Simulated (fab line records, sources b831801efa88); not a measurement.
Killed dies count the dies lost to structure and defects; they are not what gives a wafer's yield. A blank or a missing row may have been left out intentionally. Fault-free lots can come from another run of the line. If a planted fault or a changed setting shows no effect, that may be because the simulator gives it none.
fab line records    flow sfq_line
record: lots: 6  wafers: 18  last_day: 82
route steps=325 shown M1@62 I1@73 M2@88 I2@103 M8@325
lots untouched by any fault: they come from a run of this same line in which no faults occurred
start_h: start of the lot's first displayed wafer, in hours after the record's first day    wait_h: time in hours since the lot's previous step    " as in the row above    L1.1+2: a single row standing in for several wafers    - either no value or no given start    * or withheld: withheld    < > ~ a bound
route shown NAME@n: names a module that has steps shown in the file, with the first one's number in the route    usual: the fault-free wafers' mean and standard deviation    same: alike in all rows    chamber/n: place in a boat    sites: the reading at each site    _std_site: the values' standard deviation    _edge_site: mean of outer sites minus mean of inner sites    radius_mm: for every site, how far away it sits from the centre of the wafer    mask NAME#n: copy n    behind: the tool/chamber that last shaped the wafer    hold: the reason the lot was held/the length of the hold in hours/how it ended    device: whichever transistor did not switch (one of n, p or np)    end of line: tests run on the same wafers once the route is complete    a step without rows: its recipe alone    killed: count of dies lost to structure and defects at first sort (not the wafer's yield)    map: a wafer's dies, marking killed ones x, the rest . and places with no die _
set.NAME: the setting that was run; set.NAME@STEP: the one run at that earlier step    model.NAME: the simulator's own value behind a step, which no gauge read
lots at some steps of the route; a table a step, a row a wafer
services: when a tool's chamber went out of use (start_h, in hours from the record's first day, below 0 if earlier), for how many hours, and the reason
== steps ==
step: SFQ_TRILAYER_M1_LITHO_COAT_044
recipe: resist: BARC  spin_rpm: 3000  resist_thk_nm: 62
step: SFQ_TRILAYER_M1_LITHO_COAT_039
recipe: resist: KrF  spin_rpm: 3000  resist_thk_nm: 600
step: SFQ_TRILAYER_M1_LITHO_SOFTBAKE_043
recipe: temp_c: withheld  time_s: withheld  resist: KrF
step: SFQ_TRILAYER_M1_LITHO_EXPOSE_040
recipe: mask_id: M1  na: 0.6  source_shape: conventional  sigma_outer: 0.65  target_cd_nm: 500  dose_mj: 14.4
step: SFQ_TRILAYER_M1_LITHO_PEB_042
recipe: peb_temp_c: 115  peb_time_s: 60  resist: KrF
step: SFQ_TRILAYER_M1_LITHO_DEVELOP_041
recipe: time_s: 60  resist: KrF
step: SFQ_M1_OVL_MEAS_911
usual: M1_OVL: 1/4.1
lot.wafer  tool        chamber  start_h  wait_h  M1_OVL[nm]
L697.4     overlay-02  -        347.56   0.1     -4
L697.5     "           -        "        "       -4
L697.6     "           -        "        "       3
L701.1     overlay-01  -        377.49   0.1     0
L701.2     "           -        "        "       3
L701.3     "           -        "        "       -1
L702.1     overlay-02  -        382.29   0.1     0
L702.2     "           -        "        "       5
L702.5     "           -        "        "       6
L708.2     overlay-02  -        490.57   0.1     1
L708.5     "           -        "        "       0
L708.6     "           -        "        "       0
L714.4     overlay-02  -        575.19   0.1     -1
L714.5     "           -        "        "       1
L714.6     "           -        "        "       4
L718.1     overlay-02  -        606.37   0.1     2
L718.3     "           -        "        "       -3
L718.5     "           -        "        "       -5
step: SFQ_TRILAYER_M1_BARC_OPEN_METAL_ETCH_054
recipe: mask_material: PR  chemistry: O2  target_depth_nm: 125  target: BARC  icp_w: 600  bias_w: 80  pressure_mtorr: 10  time_s: 41.7
step: SFQ_TRILAYER_M1_ETCH_METAL_ETCH_042
recipe: target: Nb  stop_on: SiO2  mask_material: PR  chemistry: Cl2/Ar  target_depth_nm: 240  icp_w: 600  bias_w: 80  pressure_mtorr: 10  time_s: 120
usual: drypump_motor_current_A: 5.6/0.45  he_backside_leak_sccm: 3.55/0.19  oes_product_au: 0.895/0.0062
lot.wafer  tool          chamber  start_h  wait_h  drypump_motor_current_A  he_backside_leak_sccm  oes_product_au  rf_hours_counter_h
L697.4     rie_metal-01  0        347.68   0.1     6.1                      3.60                   0.901           -
L697.5     "             1        "        "       5.5                      3.47                   0.891           -
L697.6     "             0        "        "       6.1                      3.67                   0.897           -
L701.1     rie_metal-04  0        377.58   0.0     5.2                      3.76                   0.908           64
L701.2     "             1        "        "       5.0                      3.53                   0.906           156
L701.3     "             1        "        "       5.0                      3.71                   0.897           -
L702.1     rie_metal-04  1        382.38   0.0     5.0                      3.67                   0.896           157
L702.2     "             0        "        "       5.3                      3.67                   0.892           65
L702.5     "             0        "        "       5.3                      3.49                   0.894           -
L708.2     rie_metal-02  0        490.66   0.0     6.5                      3.58                   0.904           50
L708.5     "             0        "        "       6.4                      3.58                   0.914           -
L708.6     "             1        "        "       5.6                      3.32                   0.905           -
L714.4     rie_metal-04  1        575.31   0.1     5.0                      3.38                   0.883           -
L714.5     "             1        "        "       5.0                      3.35                   0.896           -
L714.6     "             0        "        "       5.3                      3.81                   0.897           -
L718.1     rie_metal-01  0        606.46   0.0     6.1                      3.85                   0.902           90
L718.3     "             1        "        "       5.5                      3.42                   0.903           -
L718.5     "             0        "        "       6.1                      3.60                   0.894           -
step: SFQ_TRILAYER_M1_STRIP_STRIP_043
recipe: gas: O2  power_w: 200  platen_temp_c: 40  overash_fraction: 0.65  chemistry: O2  pressure_mtorr: 50
step: SFQ_TRILAYER_M1_STRIP_SOLV_CLEAN_044
recipe: chemistry: NMP  temp_c: 70  time_s: 600
step: SFQ_TRILAYER_I1_DEP_PECVD_045
recipe: material: SiO2  temp_c: 150  time_s: 111.11  pressure_torr: 2.4  rf_w: 183.3  precursor: SiH4/N2O  target_thk_nm: 500
step: SFQ_TRILAYER_I1_CMP_CMP_046
recipe: material: SiO2  down_force_psi: 3  platen_rpm: 60  pad_velocity_m_s: 0.94248
usual: motor_current_A: 10.7/1  time_to_endpoint_s: 215/6.1
lot.wafer  tool    chamber  start_h  wait_h  motor_current_A  time_to_endpoint_s  model.SiO2_of_TRILAYER_I1_DEP_PECVD_045.thk_nm
L697.4     cmp-02  2        360.82   12.2    9.9              220                 200.1
L697.6     "       2        362.82   14.2    10.0             216                 199.8
L697.5     "       3        "        "       9.3              214                 200.4
L701.3     cmp-01  0        384.85   6.3     12.2             224                 179.4
L701.2     "       1        "        "       12.2             225                 180.3
L701.1     "       2        "        "       9.5              227                 178.8
L702.2     cmp-01  2        387.85   4.5     9.9              220                 180
L702.1     "       0        388.85   5.5     10.9             231                 179.1
L702.5     "       2        389.85   6.5     10.0             224                 179.1
L708.2     cmp-02  2        500.81   9.2     9.6              215                 199.9
L708.5     "       2        502.81   11.2    9.3              211                 199.8
L708.6     "       3        "        "       10.4             210                 199.9
L714.4     cmp-01  0        576.74   0.5     11.4             222                 200.4
L714.6     "       3        578.24   2.0     11.3             227                 200.9
L714.5     "       0        "        "       12.0             220                 199.8
L718.3     cmp-02  1        608.46   1.1     11.1             212                 199.9
L718.1     "       3        609.46   2.1     9.9              208                 199.5
L718.5     "       0        "        "       9.8              220                 200.8
step: SFQ_I1_BOW_MEAS_912
recipe: mode: bow
usual: I1_BOW: 2/7.9
lot.wafer  tool           chamber  start_h  wait_h  I1_BOW[um]
L697.4     film_metro-04  -        363.88   2.6     -5
L697.5     "              -        "        "       -14
L697.6     "              -        "        "       5
L701.1     film_metro-04  -        387.85   1.5     -12
L701.2     "              -        "        "       4
L701.3     "              -        "        "       3
L702.1     film_metro-03  -        390.87   1.5     -4
L702.2     "              -        "        "       -8
L702.5     "              -        "        "       5
L708.2     film_metro-04  -        503.83   2.5     7
L708.5     "              -        "        "       9
L708.6     "              -        "        "       13
L714.4     film_metro-03  -        579.30   2.1     -6
L714.5     "              -        "        "       3
L714.6     "              -        "        "       0
L718.1     film_metro-03  -        610.96   1.0     16
L718.3     "              -        "        "       -9
L718.5     "              -        "        "       3
step: SFQ_TRILAYER_I1_METRO_MEASURE_047
usual: thk_nm: 199.9/0.71
lot.wafer  tool           chamber  start_h  wait_h  thk_nm
L697.4     film_metro-04  -        364.54   0.6     200.0
L697.5     "              -        "        "       200.6
L697.6     "              -        "        "       199.8
L701.1     film_metro-04  -        387.97   0.1     178.7
L701.2     "              -        "        "       180.3
L701.3     "              -        "        "       179.4
L702.1     film_metro-03  -        390.99   0.1     179.1
L702.2     "              -        "        "       180.1
L702.5     "              -        "        "       179.0
L708.2     film_metro-04  -        504.13   0.3     200.0
L708.5     "              -        "        "       199.9
L708.6     "              -        "        "       199.9
L714.4     film_metro-03  -        579.96   0.6     200.5
L714.5     "              -        "        "       199.8
L714.6     "              -        "        "       200.9
L718.1     film_metro-03  -        611.08   0.1     199.6
L718.3     "              -        "        "       199.8
L718.5     "              -        "        "       201.0
step: SFQ_TRILAYER_I1_VIA_LITHO_COAT_054
recipe: resist: BARC  spin_rpm: 3000  resist_thk_nm: 62
step: SFQ_TRILAYER_I1_VIA_LITHO_COAT_049
recipe: resist: KrF  spin_rpm: 3000  resist_thk_nm: 650
step: SFQ_TRILAYER_I1_VIA_LITHO_SOFTBAKE_053
recipe: temp_c: withheld  time_s: withheld  resist: KrF
step: SFQ_TRILAYER_I1_VIA_LITHO_EXPOSE_050
recipe: mask_id: I1  na: 0.6  source_shape: conventional  sigma_outer: 0.65  target_cd_nm: 500  dose_mj: 21.3
step: SFQ_TRILAYER_I1_VIA_LITHO_PEB_052
recipe: peb_temp_c: 115  peb_time_s: 60  resist: KrF
step: SFQ_TRILAYER_I1_VIA_LITHO_DEVELOP_051
recipe: time_s: 60  resist: KrF
step: SFQ_I1_OVL_MEAS_913
usual: I1_OVL: -3/5.1
lot.wafer  tool        chamber  start_h  wait_h  I1_OVL[nm]
L697.4     overlay-02  -        519.39   0.1     -4
L697.5     "           -        "        "       1
L697.6     "           -        "        "       3
L701.1     overlay-02  -        549.97   0.1     -4
L701.2     "           -        "        "       -6
L701.3     "           -        "        "       -3
L702.1     overlay-02  -        552.37   0.1     -12
L702.2     "           -        "        "       -6
L702.5     "           -        "        "       -6
L708.2     overlay-02  -        656.94   0.1     -3
L708.5     "           -        "        "       0
L708.6     "           -        "        "       -2
L714.4     overlay-02  -        735.63   0.1     -7
L714.5     "           -        "        "       -1
L714.6     "           -        "        "       -7
L718.1     overlay-02  -        760.81   0.1     4
L718.3     "           -        "        "       -4
L718.5     "           -        "        "       -2
step: SFQ_TRILAYER_I1_VIA_BARC_OPEN_VIA_ETCH_071
recipe: mask_material: PR  chemistry: O2  target_depth_nm: 125  target: BARC  source_w: 500  bias_w: 80  pressure_mtorr: 30  time_s: 41.7
step: SFQ_TRILAYER_I1_VIA_ETCH_VIA_ETCH_052
recipe: target: SiO2  stop_on: Nb  mask_material: PR  taper_deg: 20  chemistry: CHF3  target_depth_nm: 260  source_w: 500  bias_w: 80  pressure_mtorr: 30  time_s: withheld
usual: drypump_motor_current_A: 5.8/0.62  oes_product_au: 0.854/0.0046
lot.wafer  tool         chamber  start_h  wait_h  drypump_motor_current_A  oes_product_au  model.I1.feature_depth_nm  model.etch.depth_nm
L697.4     rie_diel-03  1        519.50   0.1     6.5                      0.866           200.1                      200.1
L697.5     "            0        "        "       5.1                      0.859           200.4                      200.4
L697.6     "            2        "        "       6.5                      0.855           199.8                      199.8
L701.1     rie_diel-04  2        550.04   0.0     5.6                      0.808           178.8                      178.8
L701.2     "            3        "        "       6.2                      0.805           180.3                      180.3
L701.3     "            1        "        "       6.3                      0.807           179.4                      179.4
L702.1     rie_diel-01  2        552.44   0.0     5.7                      0.803           179.1                      179.1
L702.2     "            1        "        "       4.7                      0.804           180                        180
L702.5     "            0        "        "       5.7                      0.800           179.1                      179.1
L708.2     rie_diel-03  3        657.01   0.0     5.1                      0.850           199.9                      199.9
L708.5     "            3        "        "       5.2                      0.853           199.8                      199.8
L708.6     "            0        "        "       5.1                      0.849           199.9                      199.9
L714.4     rie_diel-03  1        735.68   0.0     6.5                      0.862           200.4                      200.4
L714.5     "            0        "        "       5.1                      0.855           199.8                      199.8
L714.6     "            3        "        "       5.3                      0.862           200.9                      200.9
L718.1     rie_diel-01  1        760.88   0.0     4.7                      0.852           199.5                      199.5
L718.3     "            2        "        "       5.6                      0.856           199.9                      199.9
L718.5     "            1        "        "       4.7                      0.860           200.8                      200.8
step: SFQ_TRILAYER_I1_VIA_STRIP_STRIP_053
recipe: gas: O2  power_w: 200  platen_temp_c: 40  overash_fraction: 0.65  chemistry: O2  pressure_mtorr: 50
usual: drypump_motor_current_A: 5.4/0.42  he_backside_leak_sccm: 3.5/0.33  oes_product_au: 1.002/0.008
lot.wafer  tool          chamber  start_h  wait_h  drypump_motor_current_A  he_backside_leak_sccm  oes_product_au  rf_hours_counter_h
L697.4     rie_metal-04  0        519.76   -       5.2                      3.8                    1.008           -
L697.5     "             1        "        "       5.0                      3.4                    1.002           -
L697.6     "             0        "        "       5.2                      3.8                    1.002           -
L701.1     rie_metal-01  1        550.16   -       5.5                      3.3                    0.989           26
L701.2     "             0        "        "       6.1                      3.5                    0.991           82
L701.3     "             1        "        "       5.5                      3.4                    0.996           -
L702.1     rie_metal-03  1        552.56   -       5.0                      3.3                    0.997           57
L702.2     "             0        "        "       6.0                      3.3                    0.999           29
L702.5     "             1        "        "       4.9                      3.2                    0.992           -
L708.2     rie_metal-01  1        657.12   -       5.5                      3.3                    1.003           41
L708.5     "             0        "        "       6.1                      3.7                    1.005           -
L708.6     "             1        "        "       5.5                      3.3                    1.002           -
L714.4     rie_metal-01  1        736.40   -       5.5                      3.5                    0.992           -
L714.5     "             1        "        "       5.5                      3.4                    0.993           -
L714.6     "             1        "        "       5.5                      3.4                    0.996           -
L718.1     rie_metal-01  0        761.00   -       6.1                      3.8                    0.991           106
L718.3     "             1        "        "       5.5                      3.3                    0.991           -
L718.5     "             0        "        "       6.1                      4.0                    1.000           -
step: SFQ_TRILAYER_I1_VIA_STRIP_SOLV_CLEAN_054
recipe: chemistry: NMP  temp_c: 70  time_s: 600
step: SFQ_TRILAYER_M2_DEP_PRE_CLEAN_056
recipe: gas: Ar  time_s: 22.5  bias_v: 250
lot.wafer  tool            chamber  start_h  wait_h  model.SiO2_of_TRILAYER_I1_DEP_PECVD_045.thk_nm
L697.4     pvd_sputter-03  -        520.33   0.0     192.6
L697.5     "               -        "        "       192.9
L697.6     "               -        "        "       192.3
L701.1     pvd_sputter-05  -        550.95   0.0     171.3
L701.2     "               -        "        "       172.8
L701.3     "               -        "        "       171.9
L702.1+5   pvd_sputter-04  -        553.33   0.0     171.6
L702.2     "               -        "        "       172.5
L708.2+6   pvd_sputter-04  -        658.07   0.0     192.4
L708.5     "               -        "        "       192.3
L714.4     pvd_sputter-05  -        737.17   0.0     192.9
L714.5     "               -        "        "       192.3
L714.6     "               -        "        "       193.4
L718.1     pvd_sputter-05  -        761.95   0.0     192
L718.3     "               -        "        "       192.4
L718.5     "               -        "        "       193.3
step: SFQ_TRILAYER_M2_DEP_SPUTTER_055
recipe: material: Nb  base_pressure_pa: 1.33e-06  chamber_pressure_pa: 0.1333  substrate_temp_c: 20  resputter_cathode_voltage_v: 400  target_thk_nm: 200  power_w: 2000  time_s: 133.3
usual: base_pressure_pa: 1.33e-06/7.8e-08  substrate_temp_c: 19.99/0.11  throttle_valve_pct: 30.5/1
lot.wafer  tool            chamber  start_h  wait_h  base_pressure_pa  substrate_temp_c  throttle_valve_pct
L697.4     pvd_sputter-03  -        520.36   0.0     1.51e-06          20.00             29.7
L697.5     "               -        "        "       1.24e-06          20.21             31.0
L697.6     "               -        "        "       1.27e-06          20.01             32.2
L701.1     pvd_sputter-05  -        550.98   0.0     1.17e-06          19.94             29.6
L701.2     "               -        "        "       1.32e-06          20.06             30.2
L701.3     "               -        "        "       1.13e-06          19.99             29.2
L702.1     pvd_sputter-04  -        553.36   0.0     1.36e-06          19.96             31.3
L702.2     "               -        "        "       1.33e-06          19.95             30.7
L702.5     "               -        "        "       1.32e-06          19.98             31.0
L708.2     pvd_sputter-04  -        658.10   0.0     1.38e-06          19.85             30.4
L708.5     "               -        "        "       1.26e-06          19.93             30.5
L708.6     "               -        "        "       1.26e-06          19.94             29.1
L714.4     pvd_sputter-05  -        737.20   0.0     1.35e-06          20.07             29.6
L714.5     "               -        "        "       1.39e-06          20.01             29.3
L714.6     "               -        "        "       1.45e-06          20.00             29.4
L718.1     pvd_sputter-05  -        761.98   0.0     1.48e-06          20.07             30.1
L718.3     "               -        "        "       1.46e-06          20.23             29.3
L718.5     "               -        "        "       1.47e-06          19.93             30.3
step: SFQ_M2_RS_MEAS_914
recipe: thk_meas_gauge: four-point-probe  reads: Nb_of_TRILAYER_M2_DEP_SPUTTER_055
usual: M2_NB_RS: 0.894/0.0077
lot.wafer  tool           chamber  start_h  wait_h  M2_NB_RS[ohm/sq]
L697.4     film_metro-04  -        520.51   0.1     0.899
L697.5     "              -        "        "       0.895
L697.6     "              -        "        "       0.890
L701.1     film_metro-02  -        551.07   0.0     0.907
L701.2     "              -        "        "       0.911
L701.3     "              -        "        "       0.907
L702.1     film_metro-04  -        553.45   0.0     0.886
L702.2     "              -        "        "       0.890
L702.5     "              -        "        "       0.891
L708.2     film_metro-04  -        658.21   0.1     0.887
L708.5     "              -        "        "       0.897
L708.6     "              -        "        "       0.896
L714.4     film_metro-04  -        737.35   0.1     0.892
L714.5     "              -        "        "       0.892
L714.6     "              -        "        "       0.889
L718.1     film_metro-03  -        762.07   0.0     0.901
L718.3     "              -        "        "       0.903
L718.5     "              -        "        "       0.894
step: SFQ_TRILAYER_M2_LITHO_COAT_062
recipe: resist: BARC  spin_rpm: 3000  resist_thk_nm: 62
step: SFQ_TRILAYER_M2_LITHO_COAT_057
recipe: resist: KrF  spin_rpm: 3000  resist_thk_nm: 600
step: SFQ_TRILAYER_M2_LITHO_SOFTBAKE_061
recipe: temp_c: withheld  time_s: withheld  resist: KrF
step: SFQ_TRILAYER_M2_LITHO_EXPOSE_058
recipe: mask_id: M2  na: 0.6  source_shape: conventional  sigma_outer: 0.65  target_cd_nm: 500  dose_mj: 14.4
step: SFQ_TRILAYER_M2_LITHO_PEB_060
recipe: peb_temp_c: 115  peb_time_s: 60  resist: KrF
step: SFQ_TRILAYER_M2_LITHO_DEVELOP_059
recipe: time_s: 60  resist: KrF
step: SFQ_M2_OVL_MEAS_916
usual: M2_OVL: 1/5.7
lot.wafer  tool        chamber  start_h  wait_h  M2_OVL[nm]
L697.4     overlay-02  -        529.59   0.1     1
L697.5     "           -        "        "       1
L697.6     "           -        "        "       4
L701.1     overlay-01  -        553.50   0.1     3
L701.2     "           -        "        "       -1
L701.3     "           -        "        "       -7
L702.1     overlay-01  -        555.88   0.1     2
L702.2     "           -        "        "       0
L702.5     "           -        "        "       3
L708.2     overlay-01  -        805.14   0.1     -1
L708.5     "           -        "        "       4
L708.6     "           -        "        "       -1
L714.4     overlay-02  -        881.50   0.1     16
L714.5     "           -        "        "       7
L714.6     "           -        "        "       8
L718.1     overlay-01  -        897.08   0.1     -5
L718.3     "           -        "        "       -9
L718.5     "           -        "        "       -7
step: SFQ_TRILAYER_M2_BARC_OPEN_METAL_ETCH_077
recipe: mask_material: PR  chemistry: O2  target_depth_nm: 125  target: BARC  icp_w: 600  bias_w: 80  pressure_mtorr: 10  time_s: 41.7
step: SFQ_TRILAYER_M2_ETCH_METAL_ETCH_060
recipe: target: Nb  stop_on: SiO2  mask_material: PR  chemistry: Cl2/Ar  target_depth_nm: 240  icp_w: 600  bias_w: 80  pressure_mtorr: 10  time_s: 120
step: SFQ_TRILAYER_M2_STRIP_STRIP_061
recipe: gas: O2  power_w: 200  platen_temp_c: 40  overash_fraction: 0.65  chemistry: O2  pressure_mtorr: 50
usual: drypump_motor_current_A: 5.4/0.51  he_backside_leak_sccm: 3.46/0.24  oes_product_au: 1.002/0.0066
lot.wafer  tool          chamber  start_h  wait_h  drypump_motor_current_A  he_backside_leak_sccm  oes_product_au  rf_hours_counter_h
L697.4     rie_metal-03  0        529.99   0.2     6.1                      3.47                   1.008           -
L697.5     "             1        "        "       4.9                      3.24                   0.999           -
L697.6     "             0        "        "       6.1                      3.42                   1.006           -
L701.1     rie_metal-02  1        553.72   0.1     5.6                      3.43                   1.011           49
L701.2     "             0        "        "       6.5                      3.52                   1.006           61
L701.3     "             0        "        "       6.5                      3.53                   1.000           -
L702.1     rie_metal-03  1        556.10   0.1     4.9                      3.28                   0.999           57
L702.2     "             0        "        "       6.1                      3.31                   1.008           30
L702.5     "             1        "        "       4.9                      3.63                   0.996           -
L708.2     rie_metal-04  1        805.35   0.1     5.0                      3.52                   1.008           41
L708.5     "             1        "        "       5.0                      3.54                   0.998           -
L708.6     "             0        "        "       5.3                      3.88                   1.004           -
L714.4     rie_metal-02  0        881.90   0.2     6.5                      3.56                   0.988           -
L714.5     "             1        "        "       5.6                      3.47                   0.994           -
L714.6     "             0        "        "       6.5                      3.63                   0.986           -
L718.1     rie_metal-03  0        897.30   0.1     6.0                      3.36                   0.997           67
L718.3     "             0        "        "       6.0                      3.35                   0.999           -
L718.5     "             0        "        "       6.1                      3.37                   1.004           -
step: SFQ_TRILAYER_M2_STRIP_SOLV_CLEAN_062
recipe: chemistry: NMP  temp_c: 70  time_s: 600
step: SFQ_TRILAYER_I2_DEP_PECVD_063
recipe: material: SiO2  temp_c: 150  time_s: 111.11  pressure_torr: 2.4  rf_w: 183.3  precursor: SiH4/N2O  target_thk_nm: 500
usual: heater_power_w: 79/18  throttle_valve_pct: 25.1/1.3
lot.wafer  tool      chamber  start_h  wait_h  heater_power_w  throttle_valve_pct
L697.4     pecvd-03  2        530.60   0.0     52              25.4
L697.5     "         1        "        "       81              25.0
L697.6     "         0        "        "       99              24.0
L701.1     pecvd-01  1        554.49   0.0     67              26.4
L701.2     "         2        "        "       102             25.6
L701.3     "         0        "        "       68              25.1
L702.1     pecvd-02  1        556.89   0.0     78              24.4
L702.2     "         2        "        "       83              24.3
L702.5     "         0        "        "       99              23.9
L708.2     pecvd-02  2        806.13   0.0     91              22.9
L708.5     "         1        "        "       75              23.8
L708.6     "         2        "        "       77              22.8
L714.4     pecvd-01  1        882.51   0.0     61              27.6
L714.5     "         0        "        "       67              26.4
L714.6     "         2        "        "       97              26.3
L718.1     pecvd-01  0        898.07   0.0     58              26.6
L718.3     "         2        "        "       91              26.4
L718.5     "         0        "        "       63              26.4
step: SFQ_M8_BOW_MEAS_951
recipe: mode: bow
usual: M8_BOW: 8/11
lot.wafer  tool           chamber  start_h  wait_h  M8_BOW[um]  model.etest.i1.link_ohm
L697.4     film_metro-02  -        1782.43  0.1     5           1.979
L697.5     "              -        "        "       -4          1.983
L697.6     "              -        "        "       16          1.97
L701.1     film_metro-01  -        1808.77  0.0     -9          1.95
L701.2     "              -        "        "       6           1.961
L701.3     "              -        "        "       5           1.962
L702.1     film_metro-02  -        1815.97  0.0     1           1.946
L702.2     "              -        "        "       -4          1.952
L702.5     "              -        "        "       9           1.95
L708.2     film_metro-04  -        1900.74  0.0     7           1.946
L708.5     "              -        "        "       10          1.958
L708.6     "              -        "        "       13          1.948
L714.4     film_metro-02  -        1936.33  0.1     7           1.976
L714.5     "              -        "        "       15          1.976
L714.6     "              -        "        "       13          1.974
L718.1     film_metro-04  -        1958.55  0.0     24          1.975
L718.3     "              -        "        "       -2          1.978
L718.5     "              -        "        "       10          1.966
== services ==
tool            chamber  start_h  hours  kind
pvd_sputter-04  -        351.44   3.5    repair
pvd_sputter-05  -        413.23   1.2    repair
pvd_sputter-05  -        426.64   8.0    repair
rie_metal-01    1        429.38   7.9    repair
pvd_sputter-05  -        463.92   2.9    repair
rie_metal-03    -        466.16   14.6   pm
rie_metal-03    -        520.56   0.2    repair
pvd_sputter-05  -        552.67   10.8   repair
rie_metal-04    1        564.81   3.6    repair
rie_metal-03    -        574.20   4.0    pm
pvd_sputter-05  -        595.01   3.6    repair
pvd_sputter-05  -        596.20   8.8    repair
rie_metal-04    -        607.04   2.2    repair
pvd_sputter-05  -        615.37   5.1    repair
rie_metal-04    -        621.08   0.3    repair
rie_metal-04    1        664.78   5.8    repair
rie_metal-03    0        674.93   2.2    repair
pvd_sputter-04  -        680.61   60.9   repair
rie_metal-01    -        704.15   0.5    repair
rie_metal-01    0        722.95   15.1   repair
rie_metal-04    -        771.17   2.5    repair
rie_metal-03    0        781.39   11.5   repair
rie_metal-01    -        781.79   28.1   pm
pvd_sputter-05  -        827.66   2.2    repair
== key ==
first_sign: step: SFQ_TRILAYER_I1_CMP_CMP_046  reading: time_to_endpoint_s  direction: up  sigmas: 1.6  usual: *  struck: *
effect: step: SFQ_TRILAYER_I1_METRO_MEASURE_047  reading: thk_nm  direction: down  sigmas: 29  usual: 199.9  struck: 179.5
effect: step: SFQ_TRILAYER_I1_VIA_ETCH_VIA_ETCH_052  reading: oes_product_au  direction: down  sigmas: 11  usual: 0.854  struck: 0.805
model_effect: step: SFQ_TRILAYER_I1_CMP_CMP_046  value: SiO2_of_TRILAYER_I1_DEP_PECVD_045.thk_nm  without: 199.5  struck: 179.5
model_effect: step: SFQ_TRILAYER_I1_VIA_ETCH_VIA_ETCH_052  value: I1.feature_depth_nm  without: 199.5  struck: 179.5
model_effect: step: SFQ_TRILAYER_M2_DEP_PRE_CLEAN_056  value: SiO2_of_TRILAYER_I1_DEP_PECVD_045.thk_nm  without: 192  struck: 172
model_effect: step: SFQ_M8_BOW_MEAS_951  value: etest.i1.link_ohm  without: 1.972  struck: 1.954
met_at SFQ_TRILAYER_I1_CMP_CMP_046
struck_wafers L701.1,L701.2,L701.3,L702.1,L702.2,L702.5
fault: kind: process_parameter_drift  tool: cmp-01  chamber: -  onset_h: 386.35  steps: SFQ_TRILAYER_I1_CMP_CMP_046  channel: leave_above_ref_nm  offset: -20  shape: step  end_h: 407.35  acts_in: these_recipes_only  stated: 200
